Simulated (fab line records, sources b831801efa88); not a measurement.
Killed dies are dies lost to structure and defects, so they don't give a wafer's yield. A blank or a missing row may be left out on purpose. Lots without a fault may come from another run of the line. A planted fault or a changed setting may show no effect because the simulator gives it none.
fab line records | flow sky130
record lots=6 wafers=18 last_day=50
route steps=708 shown FIELD_ISO@30 NWELL@32 DNWELL@35 PAD_OPEN@708
lots that met no fault: from a run of the same line without faults
start_h: hours from the record's first day to the start of the lot's first wafer shown | wait_h: hours since the lot's step before | " the same as in the row above | L1.1+2: a row that stands for several wafers | - no value, or no start given | * or withheld: withheld | < > ~ a bound
route shown NAME@n: a module of which the file shows steps, and the number in the route of the first | usual: mean/standard deviation of fault-free wafers | same: alike in all rows | chamber/n: place in a boat | sites: the reading at each site | _std_site: their standard deviation | _edge_site: outer sites' mean less inner sites' | radius_mm: how far each site lies from the wafer's centre | mask NAME#n: copy n | behind: the tool/chamber that last shaped the wafer | hold: why the lot was held/for how many hours/how that ended | device: the transistor (n, p or np) that didn't switch | end of line: the same wafers' tests at the end of the route | a step without rows: its recipe alone | killed: dies lost to structure and defects at the first sort, not the wafer's yield | map: a wafer's dies, x killed, . not, _ none there
set.NAME: the setting as run; set.NAME@STEP: as run at that earlier step | model.NAME: the simulator's own value behind a step, which no gauge read
lots at some steps of the route; a table a step, a row a wafer
services: from which hour (start_h, from the record's first day; less than 0 if before it) a tool's chamber was out of use, for how many hours, and why
## steps
# step SKY_FIELD_ISO_WET_ETCH_29
# recipe chemistry=H3PO4 target_depth_nm=160 target=Si3N4 temp_c=160 time_s=1825
# step SKY_FIELD_ISO_WET_ETCH_30
# recipe chemistry=dHF target_depth_nm=25 target=SiO2 dilution=10:1 temp_c=25 time_s=50
# step SKY_NWELL_CLEAN_00
# recipe chemistry=SC1/SC2 mix=1:4:20 temp_c=70 time_s=150 dry=n2_spin
# step SKY_NWELL_OXIDATION_01
# recipe temp_c=900 ambient=O2 stabilise_s=600 purge_s=300 target_thk_a=100 ox_time_s=1418
# step SKY_NWELL_THK_MEAS_02
# recipe reads=SiO2_of_NWELL_OXIDATION_01
# usual NWELL_OXIDATION_THK=9.86/0.18
# columns lot.wafer tool chamber start_h wait_h NWELL_OXIDATION_THK[nm]
L625.2 film_metro-03 - 44.41 0.0 9.76
L625.3 " - " " 9.73
L625.5 " - " " 9.77
L628.2 film_metro-03 - 59.57 0.0 10.05
L628.4 " - " " 10.09
L628.5 " - " " 10.04
L641.2 film_metro-02 - 127.41 0.0 9.79
L641.4 " - " " 9.87
L641.5 " - " " 9.85
L642.2 film_metro-02 - 131.95 0.0 9.90
L642.3 " - " " 9.64
L642.4 " - " " 9.79
L643.1 film_metro-03 - 134.59 0.0 9.92
L643.5 " - " " 9.67
L643.6 " - " " 9.76
L644.1 film_metro-01 - 141.10 0.0 9.87
L644.5 " - " " 10.04
L644.6 " - " " 9.82
# step SKY_DNWELL_DEHYDRATE_00
# recipe temp_c=200 time_s=60
# step SKY_DNWELL_HMDS_01
# recipe prime_time_s=60 prime_temp_c=120
# step SKY_DNWELL_COAT_02
# recipe spin_rpm=2000 resist_thk_nm=3000
# step SKY_DNWELL_SOFTBAKE_03
# recipe temp_c=110 time_s=withheld
# step SKY_DNWELL_EXPOSE_04
# recipe mask_id=DNM na=0.57 target_cd_nm=3000 dose_mj=222
# step SKY_DNWELL_PEB_05
# recipe temp_c=115 time_s=withheld
# step SKY_DNWELL_DEVELOP_06
# recipe wall_angle_deg=90 developer=TMAH develop_time_s=60 dev_temp_c=23
# step SKY_DNWELL_IMPLANT_07
# recipe species=P energy_kev=withheld dose_cm2=withheld tilt_deg=withheld
# columns lot.wafer tool chamber start_h wait_h
L625.2+3+5 implanter-02 0 60.84 -
L628.2+4+5 implanter-01 0 77.41 -
L641.2+4+5 implanter-01 0 147.99 -
L642.2+3+4 implanter-01 0 152.14 -
L643.1+5+6 implanter-02 0 154.69 -
L644.1+5+6 implanter-02 0 162.07 -
# step SKY_DNWELL_STRIP_08
# recipe chemistry=O2/N2 power_w=1400 pressure_mtorr=1500 platen_temp_c=withheld o2_flow_sccm=3000 n2_flow_sccm=300 overash_fraction=0.5
# usual drypump_motor_current_A=5.8/0.49 oes_product_au=0.722/0.0045 strip_time_to_endpoint_s=36.90/0.098
# columns lot.wafer tool chamber start_h wait_h drypump_motor_current_A oes_product_au rf_hours_counter_h strip_time_to_endpoint_s
L625.2 plasma_asher-04 1 60.96 0.1 6.0 0.715 42 37.00
L625.3 " 0 " " 6.4 0.714 - 37.01
L625.5 " 0 " " 6.3 0.726 - 36.97
L628.2 plasma_asher-04 1 77.54 0.1 6.0 0.716 43 36.91
L628.4 " 1 " " 6.0 0.726 - 36.81
L628.5 " 1 " " 6.0 0.717 - 36.89
L641.2 plasma_asher-02 1 148.11 0.1 5.2 0.727 4 36.88
L641.4 " 0 " " 5.2 0.724 - 36.79
L641.5 " 1 " " 5.2 0.729 - 36.86
L642.2 plasma_asher-04 0 152.26 0.1 6.4 0.723 50 36.86
L642.3 " 1 " " 6.0 0.728 - 36.91
L642.4 " 0 " " 6.4 0.718 - 36.91
L643.1 plasma_asher-02 1 154.84 0.1 5.2 0.730 4 37.09
L643.5 " 0 " " 5.2 0.725 - 36.91
L643.6 " 1 " " 5.2 0.721 - 36.94
L644.1 plasma_asher-04 1 162.22 0.1 6.1 0.721 51 37.04
L644.5 " 1 " " 6.0 0.719 - 36.94
L644.6 " 0 " " 6.4 0.730 - 36.92
# step SKY_DNWELL_TW_MEAS_09
# usual DNWELL_TW=1105/13
# columns lot.wafer tool chamber start_h wait_h hold DNWELL_TW
L625.2 film_metro-01 - 61.07 0.1 - 1087
L625.3 " - " " - 1085
L625.5 " - " " - 1088
L628.2 film_metro-02 - 77.65 0.1 - 1109
L628.4 " - " " - 1105
L628.5 " - " " - 1104
L641.2 film_metro-02 - 148.22 0.1 await_dispo/0.2h/release 1166
L641.4 " - " " await_dispo/0.2h/release 1163
L641.5 " - " " await_dispo/0.2h/release 1172
L641.2 film_metro-02 - 148.45 0.2 - 1167
L641.4 " - " " - 1171
L641.5 " - " " - 1164
L642.2 film_metro-03 - 152.37 0.1 await_dispo/0.2h/release 1173
L642.3 " - " " await_dispo/0.2h/release 1167
L642.4 " - " " await_dispo/0.2h/release 1174
L642.2 film_metro-03 - 152.60 0.2 - 1171
L642.3 " - " " - 1173
L642.4 " - " " - 1173
L643.1 film_metro-02 - 154.94 0.1 - 1103
L643.5 " - " " - 1104
L643.6 " - " " - 1107
L644.1 film_metro-02 - 162.32 0.1 - 1113
L644.5 " - " " - 1103
L644.6 " - " " - 1107
# step SKY_PAD_OPEN_PROBE_99
# usual killed_at_M0_to_M3=43/6.8 killed_at_M4_up=3.2/2 killed_at_contacts=24/5.3 killed_at_front_end=16/4.4 killed_at_other=0.3/0.54 killed_dies=86/9.4 killed_open=48/6.6 killed_short=38/6.5
# same gross_dies=492 killed_at_back_side=0
# columns lot.wafer tool chamber start_h wait_h killed_at_M0_to_M3 killed_at_M4_up killed_at_contacts killed_at_front_end killed_at_other killed_dies killed_open killed_short model.etest.res_deep_nwell.rs_ohm_sq model.etest.res_deep_nwell.line_ohm_um
L625.2 prober-02 - 1119.27 0.1 53 3 19 12 0 87 54 33 2182 727.1
L625.3 prober-02 - 1119.32 0.2 41 5 24 16 0 86 44 42 2188 734.6
L625.5 prober-02 - 1119.42 0.2 43 3 16 5 0 67 35 32 2181 730.6
L628.2 prober-01 - 1131.64 0.1 49 3 33 12 2 99 57 39 2195 736.4
L628.4 prober-01 - 1131.74 0.2 54 0 24 24 0 102 53 49 2214 738
L628.5 prober-01 - 1131.79 0.2 35 1 30 32 0 98 52 44 2206 728.1
L641.2 prober-02 - 1189.96 0.1 33 5 20 22 1 81 44 37 1956 650.1
L641.4 prober-02 - 1190.06 0.2 34 2 34 11 0 81 54 27 1949 651.7
L641.5 prober-02 - 1190.11 0.2 41 3 33 18 0 95 54 41 1962 651.3
L643.1 prober-01 - 1194.37 0.1 36 4 15 15 2 72 43 28 2186 729.9
L643.5 prober-01 - 1194.57 0.2 52 3 20 16 0 91 54 37 2186 730.2
L643.6 prober-01 - 1194.62 0.2 45 0 21 15 0 81 51 30 2208 728.8
L644.1 prober-02 - 1206.53 0.1 43 0 17 13 0 73 42 31 2224 734.2
L644.5 prober-02 - 1206.73 0.2 45 3 16 13 0 77 49 28 2224 738.1
L644.6 prober-02 - 1206.78 0.2 46 5 23 11 0 85 50 34 2243 743.6
# killed by level:class
L625.2 CONTACT:geometric_particle:open=9 VIA3:geometric_particle:open=8 VIA3:geometric_particle:short=7 METAL1:geometric_particle:short=7 VIA2:geometric_particle:open=7 VIA1:geometric_particle:open=6 LI_CONTACT:geometric_particle:open=5 VIA1:geometric_particle:short=5
L625.3 CONTACT:geometric_particle:open=9 VIA1:geometric_particle:open=9 VIA3:geometric_particle:open=8 VIA1:geometric_particle:short=7 LI_CONTACT:geometric_particle:open=6 FIELD_ISO:geometric_particle:open=5 LOCAL_INTERCONNECT:geometric_particle:short=4 POLY_GATE:geometric_particle:short=4
L625.5 VIA1:geometric_particle:open=14 CONTACT:geometric_particle:short=6 VIA3:geometric_particle:open=6 VIA1:geometric_particle:short=5 LI_CONTACT:geometric_particle:open=4 METAL2:geometric_particle:short=4 CONTACT:geometric_particle:open=3 METAL1:geometric_particle:short=3
L628.2 VIA1:geometric_particle:open=15 LI_CONTACT:geometric_particle:open=13 CONTACT:geometric_particle:open=11 VIA1:geometric_particle:short=10 METAL1:geometric_particle:short=6 VIA2:geometric_particle:open=6 POLY_GATE:geometric_particle:short=5 CONTACT:geometric_particle:short=4
L628.4 VIA1:geometric_particle:open=16 CONTACT:geometric_particle:open=10 POLY_GATE:geometric_particle:short=6 VIA1:geometric_particle:short=6 VIA3:geometric_particle:short=6 FIELD_ISO:geometric_particle:short=5 POLY_GATE:geometric_particle:open=5 CONTACT:geometric_particle:short=5
L628.5 LI_CONTACT:geometric_particle:open=9 VIA1:geometric_particle:open=8 CONTACT:geometric_particle:open=8 METAL2:geometric_particle:short=7 FIELD_ISO:geometric_particle:short=6 VIA2:geometric_particle:open=6 POLY_GATE:geometric_particle:short=6 FIELD_ISO:geometric_particle:open=5
L641.2 CONTACT:geometric_particle:open=13 VIA1:geometric_particle:open=7 VIA3:geometric_particle:open=6 POLY_GATE:geometric_particle:short=5 FIELD_ISO:geometric_particle:open=4 METAL2:geometric_particle:short=4 METAL4:geometric_particle:short=4 FIELD_ISO:geometric_particle:short=3
L641.4 CONTACT:geometric_particle:open=15 VIA1:geometric_particle:open=10 LI_CONTACT:geometric_particle:open=9 VIA3:geometric_particle:open=7 CONTACT:geometric_particle:short=5 POLY_GATE:geometric_particle:open=4 LI_CONTACT:geometric_particle:short=4 VIA3:geometric_particle:short=4
L641.5 CONTACT:geometric_particle:open=13 VIA1:geometric_particle:open=13 METAL2:geometric_particle:short=9 LI_CONTACT:geometric_particle:open=8 POLY_GATE:geometric_particle:short=5 LOCAL_INTERCONNECT:geometric_particle:short=5 FIELD_ISO:geometric_particle:open=4 SPACER:geometric_particle:open=4
L643.1 CONTACT:geometric_particle:open=7 VIA1:geometric_particle:open=7 FIELD_ISO:geometric_particle:open=5 VIA3:geometric_particle:open=5 METAL1:geometric_particle:short=4 POLY_GATE:geometric_particle:short=4 LI_CONTACT:geometric_particle:open=4 METAL2:geometric_particle:short=4
L643.5 VIA1:geometric_particle:open=16 LI_CONTACT:geometric_particle:open=7 CONTACT:geometric_particle:open=6 VIA1:geometric_particle:short=6 FIELD_ISO:geometric_particle:open=5 FIELD_ISO:geometric_particle:short=5 VIA3:geometric_particle:open=5 METAL3:geometric_particle:short=5
L643.6 VIA3:geometric_particle:open=10 LI_CONTACT:geometric_particle:open=9 CONTACT:geometric_particle:open=9 VIA1:geometric_particle:open=9 FIELD_ISO:geometric_particle:open=6 VIA1:geometric_particle:short=6 METAL2:geometric_particle:short=5 METAL3:geometric_particle:short=4
L644.1 VIA2:geometric_particle:open=10 CONTACT:geometric_particle:open=9 VIA1:geometric_particle:open=9 METAL2:geometric_particle:short=7 POLY_GATE:geometric_particle:short=5 VIA1:geometric_particle:short=5 VIA3:geometric_particle:open=4 VIA3:geometric_particle:short=4
L644.5 VIA1:geometric_particle:open=11 VIA2:geometric_particle:open=7 VIA3:geometric_particle:short=6 FIELD_ISO:geometric_particle:open=5 LI_CONTACT:geometric_particle:open=5 VIA1:geometric_particle:short=5 VIA3:geometric_particle:open=5 CONTACT:geometric_particle:short=4
L644.6 CONTACT:geometric_particle:open=12 VIA1:geometric_particle:open=9 VIA1:geometric_particle:short=7 VIA2:geometric_particle:open=7 METAL2:geometric_particle:short=5 LI_CONTACT:geometric_particle:open=4 VIA2:geometric_particle:short=4 VIA3:geometric_particle:open=4
## services
# columns tool chamber start_h hours kind
implanter-01 - 50.24 1.8 repair
plasma_asher-02 - 108.75 9.0 pm
plasma_asher-02 0 108.75 9.0 vent_cycle
plasma_asher-02 1 108.75 9.0 vent_cycle
plasma_asher-02 0 117.75 - clean
plasma_asher-02 1 117.75 - clean
implanter-02 - 118.86 3.6 pm
plasma_asher-04 - 136.42 14.6 pm
## key
first_sign step=SKY_DNWELL_TW_MEAS_09 reading=visit direction=added
effect step=SKY_DNWELL_TW_MEAS_09 reading=DNWELL_TW direction=up sigmas=4.8 usual=1105 struck=1169
model_effect step=SKY_PAD_OPEN_PROBE_99 value=etest.res_deep_nwell.rs_ohm_sq without=2230 struck=1956
met_at SKY_DNWELL_IMPLANT_07
struck_wafers L641.2,L641.4,L641.5,L642.2,L642.3,L642.4
rows_end L642.2,L642.3,L642.4
tester_left_out L641
onset_between 77.41 147.99
fault kind=process_parameter_drift tool=implanter-01 chamber=- onset_h=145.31 steps=SKY_DNWELL_IMPLANT_07 channel=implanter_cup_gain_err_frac offset=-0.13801 shape=step end_h=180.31
# tester_left_out: of these lots the tester's yield and bins aren't shown, on N5 and GAA mostly nor the transistor test; their killed dies are dies lost to structure and defects alone, not to doping, threshold or leakage, so they don't give the yield
# rows_end: these wafers met a further fault down the route, and their rows from its step on are left out
